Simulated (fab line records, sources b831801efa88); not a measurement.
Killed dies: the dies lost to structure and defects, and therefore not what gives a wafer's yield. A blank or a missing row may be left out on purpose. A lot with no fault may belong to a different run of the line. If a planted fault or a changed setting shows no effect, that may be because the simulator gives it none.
fab line records	flow sky130	part 2 of 2: steps 26 to 34 of 34
record: lots: 5	wafers: 15	lastDay: 50
route steps=708 shown VIA1@475 METAL2@483 VIA2@507
lots untouched by any fault: they come from a run of this same line in which no faults occurred
startH: hours from the record's opening day to when the first of the lot's shown wafers began	waitH: hours since the lot's step before	" as in the row above	L1.1+2: several wafers, shown together as one row	- no value, or no start given	* or withheld: withheld	< > ~ a bound
route shown NAME@n: a module of which the file shows steps, and the number in the route of the first	usual: mean/standard deviation of fault-free wafers	same: alike in all rows	chamber/n: place in a boat	sites: each site's reading	_std_site: their standard deviation	_edge_site: the outer-site mean with the inner-site mean subtracted	radiusMm: for every site, how far away it sits from the centre of the wafer	mask NAME#n: copy n	behind: the tool/chamber that last shaped the wafer	hold: why the lot was held/for how many hours/how that ended	device: the n, p or np transistor that did not switch	end of line: the same wafers' tests at the end of the route	a step with no rows: only its recipe	killed: not the wafer's yield, but the dies lost to structure and defects at the first sort	map: a wafer's dies, marking killed ones x, the rest . and places with no die _
set.NAME: the setting that was run; set.NAME@STEP: the one run at that earlier step	model.NAME: the simulator's own value behind a step, which no gauge read
certain route steps with their lots: each step a table, each wafer a row
services: a tool's chamber out of use, with start hour (startH, from the record's first day; less than 0 if before it), hours out, and reason
== steps ==
step: SKY_METAL2_DESCUM_17
recipe: chemistry: O2	sourcePowerW: 150	biasPowerW: 0	pressureMtorr: 10	tempC: 40	timeS: 8
usual: drypumpMotorCurrentA: 5.8/0.51	oesProductAu: 1.009/0.011
lot.wafer	tool	chamber	startH	waitH	drypumpMotorCurrentA	oesProductAu	rfHoursCounterH
L081.1	rieMetal-02	1	880.16	0.0	5.8	1.008	14
L081.4	"	1	"	"	5.8	1.014	-
L081.5	"	1	"	"	5.8	1.016	-
L086.1	rieMetal-02	0	918.71	0.0	5.3	1.014	18
L086.2	"	1	"	"	5.8	1.014	16
L086.4	"	1	"	"	5.8	1.014	-
L087.1	rieMetal-04	1	922.95	0.0	5.8	1.024	12
L087.2	"	0	"	"	5.1	1.028	7
L087.5	"	1	"	"	5.8	1.016	-
L095.1	rieMetal-04	1	978.45	0.0	5.8	1.024	15
L095.3	"	1	"	"	5.8	1.033	-
L095.6	"	1	"	"	5.8	1.028	-
L097.2	rieMetal-01	0	988.75	0.0	5.6	1.003	9
L097.3	"	1	"	"	6.7	0.990	-
L097.5	"	0	"	"	5.6	0.999	-
step: SKY_METAL2_ETCH_18
recipe: chemistry: N2/H2	target: BARC	ionEnergyEv: 200	biasW: 100	pressureMtorr: 30	n2FlowSccm: 100	h2FlowSccm: 200	icpW: 500	stopOn: SiO2	timeS: 45.9	targetDepthA: 600
usual: drypumpMotorCurrentA: 5.8/0.51	n2FlowSccm: 100.0/0.3	oesProductAu: 0.854/0.0048	throttleValvePct: 13.225/0.0082
lot.wafer	tool	chamber	startH	waitH	drypumpMotorCurrentA	n2FlowSccm	oesProductAu	rfHoursCounterH	throttleValvePct
L081.1	rieMetal-02	1	880.19	0.0	5.8	100.5	0.851	14	13.222
L081.4	"	1	"	"	5.8	100.4	0.853	-	13.238
L081.5	"	1	"	"	5.8	100.3	0.857	-	13.231
L086.1	rieMetal-02	0	918.75	0.0	5.3	100.2	0.859	18	13.226
L086.2	"	1	"	"	5.8	100.4	0.855	16	13.217
L086.4	"	1	"	"	5.8	100.3	0.851	-	13.235
L087.1	rieMetal-04	1	922.99	0.0	5.8	99.4	0.848	12	13.224
L087.2	"	0	"	"	5.1	99.5	0.852	7	13.234
L087.5	"	1	"	"	5.8	100.1	0.851	-	13.228
L095.1	rieMetal-04	1	978.49	0.0	5.8	99.9	0.856	15	13.232
L095.3	"	1	"	"	5.8	100.0	0.855	-	13.215
L095.6	"	1	"	"	5.8	100.5	0.850	-	13.219
L097.2	rieMetal-01	0	988.79	0.0	5.6	100.1	0.852	9	13.230
L097.3	"	1	"	"	6.6	99.8	0.851	-	13.216
L097.5	"	0	"	"	5.6	99.9	0.853	-	13.223
step: SKY_METAL2_METAL_ETCH_19
recipe: targetDepthA: 3600	stopOn: SiO2	overEtchFrac: 0.3	timeS: 78	chemistry: Cl2/BCl3	resistSidewallDeg: 88	pressureMtorr: 10	icpW: 900	biasW: 48.5	Cl2_flow_sccm: 60	bcl3FlowSccm: 30
usual: drypumpMotorCurrentA: 5.8/0.5	oesProductAu: 0.852/0.0057	throttleValvePct: 22.265/0.0092
lot.wafer	tool	chamber	startH	waitH	drypumpMotorCurrentA	oesProductAu	rfHoursCounterH	throttleValvePct
L081.1	rieMetal-02	1	880.26	0.0	5.8	0.855	14	22.264
L081.4	"	1	"	"	5.8	0.847	-	22.250
L081.5	"	1	"	"	5.8	0.849	-	22.272
L086.1	rieMetal-02	0	918.81	0.0	5.3	0.842	18	22.262
L086.2	"	1	"	"	5.8	0.845	16	22.247
L086.4	"	1	"	"	5.8	0.842	-	22.261
L087.1	rieMetal-04	1	923.05	0.0	5.7	0.847	12	22.287
L087.2	"	0	"	"	5.1	0.854	7	22.272
L087.5	"	1	"	"	5.8	0.846	-	22.270
L095.1	rieMetal-04	1	978.55	0.0	5.8	0.855	15	22.263
L095.3	"	1	"	"	5.8	0.853	-	22.269
L095.6	"	1	"	"	5.8	0.847	-	22.260
L097.2	rieMetal-01	0	988.85	0.0	5.6	0.845	9	22.259
L097.3	"	1	"	"	6.6	0.859	-	22.252
L097.5	"	0	"	"	5.6	0.849	-	22.252
step: SKY_METAL2_STRIP_20
recipe: chemistry: O2/N2	powerW: 1400	pressureMtorr: 1500	platenTempC: withheld	o2FlowSccm: 3000	n2FlowSccm: 300	overashFraction: 0.5
usual: drypumpMotorCurrentA: 5.7/0.37	n2FlowSccm: 299.9/0.96	oesProductAu: 0.340/0.0052	stripTimeToEndpointS: 2.64/0.052
lot.wafer	tool	chamber	startH	waitH	drypumpMotorCurrentA	n2FlowSccm	oesProductAu	rfHoursCounterH	stripTimeToEndpointS
L081.1	plasmaAsher-01	1	880.35	0.1	5.4	299.9	0.345	78	2.63
L081.4	"	1	"	"	5.5	300.0	0.344	-	2.70
L081.5	"	1	"	"	5.5	300.5	0.342	-	2.66
L086.1	plasmaAsher-03	0	918.90	0.1	5.3	300.7	0.328	49	2.63
L086.2	"	1	"	"	5.7	301.1	0.345	49	2.64
L086.4	"	1	"	"	5.7	299.6	0.338	-	2.65
L087.1	plasmaAsher-01	0	923.14	0.1	5.5	300.9	0.335	83	2.57
L087.2	"	1	"	"	5.4	300.4	0.334	83	2.56
L087.5	"	0	"	"	5.5	300.6	0.338	-	2.60
L095.1	plasmaAsher-03	1	978.64	0.1	5.7	298.5	0.339	55	2.58
L095.3	"	1	"	"	5.7	298.0	0.338	-	2.58
L095.6	"	0	"	"	5.3	299.3	0.333	-	2.57
L097.2	plasmaAsher-01	1	988.94	0.1	5.4	301.2	0.334	89	2.67
L097.3	"	0	"	"	5.5	301.4	0.349	-	2.69
L097.5	"	1	"	"	5.5	300.0	0.334	-	2.70
step: SKY_METAL2_STRIP_21
recipe: chemistry: postEtchResidueRemover	timeS: 1200	tempC: 72.5
lot.wafer	tool	chamber	startH	waitH
L081.1+4+5	wetBench-01	2	880.45	0.1
L086.1+2+4	wetBench-04	1	919.00	0.1
L087.1+2+5	wetBench-03	2	923.24	0.1
L095.1+3+6	wetBench-04	0	978.74	0.1
L097.2+3+5	wetBench-04	0	989.04	0.1
step: SKY_METAL2_CLEAN_22
recipe: chemistry: IPA	timeS: 180	tempC: 25
lot.wafer	tool	chamber	startH	waitH
L081.1+4+5	wetBench-03	3	880.79	0.0
L086.1+2+4	wetBench-01	2	919.39	0.0
L087.1+2+5	wetBench-01	2	923.58	0.0
L095.1+3+6	wetBench-03	0	979.08	0.0
L097.2+3+5	wetBench-04	3	989.38	0.0
step: SKY_METAL2_CLEAN_23
recipe: chemistry: O3/DIW	dry: n2Spin
lot.wafer	tool	chamber	startH	waitH
L081.1+4+5	wetBench-04	3	880.85	0.0
L086.1+2+4	wetBench-04	0	919.47	0.0
L087.1+2+5	wetBench-03	0	923.64	0.0
L095.1+3+6	wetBench-01	2	979.14	0.0
L097.2+3+5	wetBench-04	1	989.44	0.0
step: SKY_VIA2_HDPCVD_00
recipe: material: SiO2	targetThkNm: 1180	sigmaOpenFrac: 0.3	timeS: 196.7	tempC: 400	sih4FlowSccm: 60	pressureMtorr: 6
lot.wafer	tool	chamber	startH	waitH
L081.1+4+5	hdpcvd-01	1,1,2	880.96	0.0
L086.1+2+4	hdpcvd-01	2,1,1	919.57	0.0
L087.1+2+5	hdpcvd-01	1,0,2	923.73	0.0
L095.1+3+6	hdpcvd-02	0,2,2	979.23	0.0
L097.2+3+5	hdpcvd-01	1,2,0	989.53	0.0
step: SKY_VIA2_THK_MEAS_01
recipe: reads: SiO2_of_VIA2_HDPCVD_00
usual: VIA2_HDPCVD_THK: 1165/13
lot.wafer	tool	chamber	startH	waitH	VIA2_HDPCVD_THK[nm]
L081.1	filmMetro-03	-	881.09	0.1	1146
L081.4	"	-	"	"	1157
L081.5	"	-	"	"	1152
L086.1	filmMetro-02	-	919.70	0.1	1171
L086.2	"	-	"	"	1158
L086.4	"	-	"	"	1147
L087.1	filmMetro-03	-	923.86	0.1	1156
L087.2	"	-	"	"	1161
L087.5	"	-	"	"	1180
L095.1	filmMetro-03	-	979.36	0.1	1158
L095.3	"	-	"	"	1182
L095.6	"	-	"	"	1183
L097.2	filmMetro-01	-	989.67	0.1	1168
L097.3	"	-	"	"	1162
L097.5	"	-	"	"	1167
== services ==
tool	chamber	startH	hours	kind
krfScanner-01	-	832.79	0.8	pm
krfScanner-02	-	835.18	1.0	pm
cmp-01	-	837.09	6.3	pm
cmp-02	-	839.33	0.5	repair
hdpcvd-01	2	846.51	11.7	repair
krfScanner-02	-	848.95	0.8	pm
cmp-02	-	866.45	0.8	repair
cmp-02	-	870.16	0.2	repair
cmp-02	-	891.69	0.5	repair
rieMetal-04	-	894.34	28.1	pm
wetBench-01	-	896.00	1.8	repair
hdpcvd-01	-	896.58	6.0	pm
wetBench-04	-	898.97	4.4	pm
krfScanner-02	-	899.50	1.3	pm
cvdW-02	-	904.61	1.0	repair
hdpcvd-01	2	906.43	4.3	repair
pvdSputter-01	-	906.76	4.3	repair
cmp-02	-	912.00	4.0	pm
rieMetal-01	-	931.16	4.3	pm
rieMetal-04	-	945.63	1.4	pm
cmp-02	-	960.89	23.7	pm
wetBench-04	-	965.01	8.1	repair
pvdSputter-02	-	971.06	2.7	repair
plasmaAsher-01	-	973.34	0.6	repair
